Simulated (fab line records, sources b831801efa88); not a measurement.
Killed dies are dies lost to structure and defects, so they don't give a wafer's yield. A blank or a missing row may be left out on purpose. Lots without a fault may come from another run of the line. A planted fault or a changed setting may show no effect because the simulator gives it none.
fab line records | flow gf180mcu
record lots=5 wafers=15 last_day=32
route steps=602 shown V2@408 M3@409
lots that met no fault: from a run of the same line without faults
start_h: hours from the record's first day to the start of the lot's first wafer shown | wait_h: hours since the lot's step before | " the same as in the row above | L1.1+2: a row that stands for several wafers | - no value, or no start given | * or withheld: withheld | < > ~ a bound
route shown NAME@n: a module of which the file shows steps, and the number in the route of the first | usual: mean/standard deviation of fault-free wafers | same: alike in all rows | chamber/n: place in a boat | sites: the reading at each site | _std_site: their standard deviation | _edge_site: outer sites' mean less inner sites' | radius_mm: how far each site lies from the wafer's centre | mask NAME#n: copy n | behind: the tool/chamber that last shaped the wafer | hold: why the lot was held/for how many hours/how that ended | device: the transistor (n, p or np) that didn't switch | end of line: the same wafers' tests at the end of the route | a step without rows: its recipe alone | killed: dies lost to structure and defects at the first sort, not the wafer's yield | map: a wafer's dies, x killed, . not, _ none there
set.NAME: the setting as run; set.NAME@STEP: as run at that earlier step | model.NAME: the simulator's own value behind a step, which no gauge read
lots at some steps of the route; a table a step, a row a wafer
services: from which hour (start_h, from the record's first day; less than 0 if before it) a tool's chamber was out of use, for how many hours, and why
## steps
# step GF_V2_CMP_26
# recipe stop_on=SiO2 down_force_psi=3.5 platen_rpm=60 t_overpolish_s=15 target_thk_nm=0 pad_velocity_m_s=0.94248
# step GF_M3_SPUTTER_00
# recipe material=Ti target_thk_nm=37.5 arriving_ion_energy_ev=80 substrate_temp_c=200 chamber_pressure_pa=2 power_w=4000 time_s=150
# usual throttle_valve_pct=30.2/0.96
# columns lot.wafer tool chamber start_h wait_h throttle_valve_pct
L828.1 pvd_sputter-02 - 511.14 0.2 29.1
L828.2 " - " " 31.8
L828.3 " - " " 28.9
L829.1 pvd_sputter-02 - 517.68 0.2 31.5
L829.2 " - " " 31.6
L829.3 " - " " 28.7
L830.1 pvd_sputter-04 - 525.27 0.1 29.7
L830.3 " - " " 29.7
L830.5 " - " " 29.7
L836.2 pvd_sputter-04 - 575.77 0.2 31.0
L836.4 " - " " 30.0
L836.6 " - " " 31.1
L837.1 pvd_sputter-01 - 588.33 0.2 28.6
L837.3 " - " " 31.1
L837.6 " - " " 30.2
# step GF_M3_SPUTTER_01
# recipe material=TiN target_thk_nm=30 power_w=6500 time_s=25 chamber_pressure_pa=0.4
# usual throttle_valve_pct=30.2/0.97
# columns lot.wafer tool chamber start_h wait_h throttle_valve_pct
L828.1 pvd_sputter-02 - 511.24 0.1 29.0
L828.2 " - " " 31.6
L828.3 " - " " 29.2
L829.1 pvd_sputter-02 - 517.78 0.1 31.6
L829.2 " - " " 31.4
L829.3 " - " " 28.8
L830.1 pvd_sputter-04 - 525.37 0.1 29.7
L830.3 " - " " 29.4
L830.5 " - " " 29.9
L836.2 pvd_sputter-04 - 575.87 0.1 31.2
L836.4 " - " " 29.9
L836.6 " - " " 31.0
L837.1 pvd_sputter-01 - 588.43 0.1 28.5
L837.3 " - " " 31.6
L837.6 " - " " 30.3
# step GF_M3_SPUTTER_02
# recipe material=AlCu target_thk_nm=450 power_w=10600 time_s=23.9 chamber_pressure_pa=0.4
# usual throttle_valve_pct=30.2/1
# columns lot.wafer tool chamber start_h wait_h throttle_valve_pct
L828.1 pvd_sputter-02 - 511.27 0.0 28.7
L828.2 " - " " 31.6
L828.3 " - " " 29.4
L829.1 pvd_sputter-02 - 517.81 0.0 31.7
L829.2 " - " " 31.7
L829.3 " - " " 29.1
L830.1 pvd_sputter-04 - 525.40 0.0 29.9
L830.3 " - " " 29.7
L830.5 " - " " 30.0
L836.2 pvd_sputter-04 - 575.91 0.0 31.0
L836.4 " - " " 29.5
L836.6 " - " " 31.1
L837.1 pvd_sputter-01 - 588.46 0.0 28.4
L837.3 " - " " 31.2
L837.6 " - " " 30.0
# step GF_M3_SPUTTER_03
# recipe material=Ti target_thk_nm=10 substrate_temp_c=300 chamber_pressure_pa=0.3 power_w=3000 time_s=6.7
# usual throttle_valve_pct=30.2/0.97
# columns lot.wafer tool chamber start_h wait_h throttle_valve_pct
L828.1 pvd_sputter-02 - 511.30 0.0 29.0
L828.2 " - " " 31.7
L828.3 " - " " 29.2
L829.1 pvd_sputter-02 - 517.84 0.0 31.8
L829.2 " - " " 31.7
L829.3 " - " " 29.2
L830.1 pvd_sputter-04 - 525.43 0.0 29.9
L830.3 " - " " 29.6
L830.5 " - " " 30.0
L836.2 pvd_sputter-04 - 575.94 0.0 31.1
L836.4 " - " " 29.8
L836.6 " - " " 31.1
L837.1 pvd_sputter-01 - 588.49 0.0 28.6
L837.3 " - " " 31.2
L837.6 " - " " 30.4
# step GF_M3_SPUTTER_04
# recipe material=TiN target_thk_nm=50 power_w=6500 time_s=41.7 chamber_pressure_pa=0.4
# usual throttle_valve_pct=30.2/0.97
# columns lot.wafer tool chamber start_h wait_h throttle_valve_pct
L828.1 pvd_sputter-02 - 511.32 0.0 28.9
L828.2 " - " " 31.6
L828.3 " - " " 29.4
L829.1 pvd_sputter-02 - 517.86 0.0 31.6
L829.2 " - " " 31.7
L829.3 " - " " 29.0
L830.1 pvd_sputter-04 - 525.45 0.0 29.6
L830.3 " - " " 29.4
L830.5 " - " " 29.5
L836.2 pvd_sputter-04 - 575.96 0.0 31.0
L836.4 " - " " 29.6
L836.6 " - " " 31.2
L837.1 pvd_sputter-01 - 588.51 0.0 28.7
L837.3 " - " " 31.2
L837.6 " - " " 30.3
# step GF_M3_RS_MEAS_05
# recipe thk_meas_gauge=four-point-probe reads=TiN_of_M3_SPUTTER_04+Ti_of_M3_SPUTTER_03+AlCu_of_M3_SPUTTER_02+TiN_of_M3_SPUTTER_01+Ti_of_M3_SPUTTER_00
# usual M3_ALCU_RS=0.0697/0.00097
# columns lot.wafer tool chamber start_h wait_h M3_ALCU_RS[ohm/sq]
L828.1 film_metro-01 - 511.36 0.0 0.0695
L828.2 " - " " 0.0704
L828.3 " - " " 0.0697
L829.1 film_metro-03 - 517.90 0.0 0.0701
L829.2 " - " " 0.0681
L829.3 " - " " 0.0688
L830.1 film_metro-01 - 525.49 0.0 0.0701
L830.3 " - " " 0.0716
L830.5 " - " " 0.0703
L836.2 film_metro-01 - 576.02 0.0 0.0706
L836.4 " - " " 0.0708
L836.6 " - " " 0.0718
L837.1 film_metro-04 - 588.55 0.0 0.0683
L837.3 " - " " 0.0684
L837.6 " - " " 0.0692
# step GF_M3_THK_MEAS_06
# recipe thk_meas_gauge=xrf reads=AlCu_of_M3_SPUTTER_02
# usual M3_ALCU_THK=453/6.6
# columns lot.wafer tool chamber start_h wait_h M3_ALCU_THK[nm]
L828.1 film_metro-01 - 511.48 0.1 453
L828.2 " - " " 449
L828.3 " - " " 449
L829.1 film_metro-03 - 518.02 0.1 455
L829.2 " - " " 467
L829.3 " - " " 459
L830.1 film_metro-01 - 525.61 0.1 449
L830.3 " - " " 442
L830.5 " - " " 447
L836.2 film_metro-01 - 576.13 0.1 447
L836.4 " - " " 445
L836.6 " - " " 438
L837.1 film_metro-04 - 588.67 0.1 462
L837.3 " - " " 460
L837.6 " - " " 455
# step GF_M3_DEHYDRATE_07
# recipe temp_c=200 time_s=60
# step GF_M3_HMDS_08
# recipe prime_time_s=60 prime_temp_c=120
# step GF_M3_COAT_09
# recipe resist=KrF spin_rpm=withheld resist_thk_nm=1000
# step GF_M3_SOFTBAKE_10
# recipe temp_c=130 time_s=60 resist=KrF
# step GF_M3_EXPOSE_11
# recipe mask_id=Metal3 target_cd_nm=280 na=0.68 source_shape=conventional sigma_outer=0.6 dose_mj=28
# usual exposure_dose_mJ_cm2=27.957/0.026 focus_offset_nm=0.0/0.5
# columns lot.wafer tool chamber start_h wait_h mask exposure_dose_mJ_cm2 focus_offset_nm
L828.1 krf_scanner-01 0 523.16 - Metal3#0 27.903 -0.1
L828.2 " 0 " " Metal3#0 27.956 -0.9
L828.3 " 0 " " Metal3#0 27.970 -0.2
L829.1 krf_scanner-02 0 528.74 - Metal3#0 27.934 0.0
L829.2 " 0 " " Metal3#0 27.956 -0.5
L829.3 " 0 " " Metal3#0 27.927 -0.4
L830.1 krf_scanner-02 - 537.48 - Metal3#0 - -
L830.3 " - " " Metal3#0 - -
L830.5 " - " " Metal3#0 - -
L836.2 krf_scanner-02 0 587.71 - Metal3#0 27.970 0.3
L836.4 " 0 " " Metal3#0 27.967 0.4
L836.6 " 0 " " Metal3#0 27.948 0.1
L837.1 krf_scanner-02 0 598.33 - Metal3#0 27.933 0.1
L837.3 " 0 " " Metal3#0 27.938 0.1
L837.6 " 0 " " Metal3#0 27.968 0.1
# step GF_M3_PEB_12
# recipe peb_temp_c=135 peb_time_s=90 resist=KrF
## services
# columns tool chamber start_h hours kind
krf_scanner-01 - 513.81 0.8 pm
krf_scanner-02 - 516.07 1.3 pm
krf_scanner-02 - 517.49 1.0 pm
pvd_sputter-01 - 539.14 2.1 repair
krf_scanner-02 - 552.57 0.8 pm
pvd_sputter-02 - 554.69 2.7 repair
krf_scanner-01 0 563.06 - calibration
krf_scanner-01 - 570.21 1.3 pm
pvd_sputter-04 - 570.83 2.8 repair
krf_scanner-02 - 586.19 0.8 pm
## key
first_sign step=GF_M3_EXPOSE_11 reading=tool_record direction=missing
effect none on later readings
met_at GF_M3_EXPOSE_11
struck_wafers L830.1,L830.3,L830.5
later_rows_left_out L830.1,L830.3,L830.5
sort_left_out L830.1,L830.3,L830.5
onset_between 528.74 537.48
fault kind=skipped_step_whole tool=krf_scanner-02 chamber=- onset_h=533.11 steps=GF_M3_EXPOSE_11 scope=struck_lots_only
# sort_left_out: the simulated sort isn't trusted on such a fault, so these wafers' sort isn't shown, and their yield isn't known
# later_rows_left_out: the simulator's readings of these wafers behind a module that went badly wrong aren't trusted and aren't shown, but for the sort
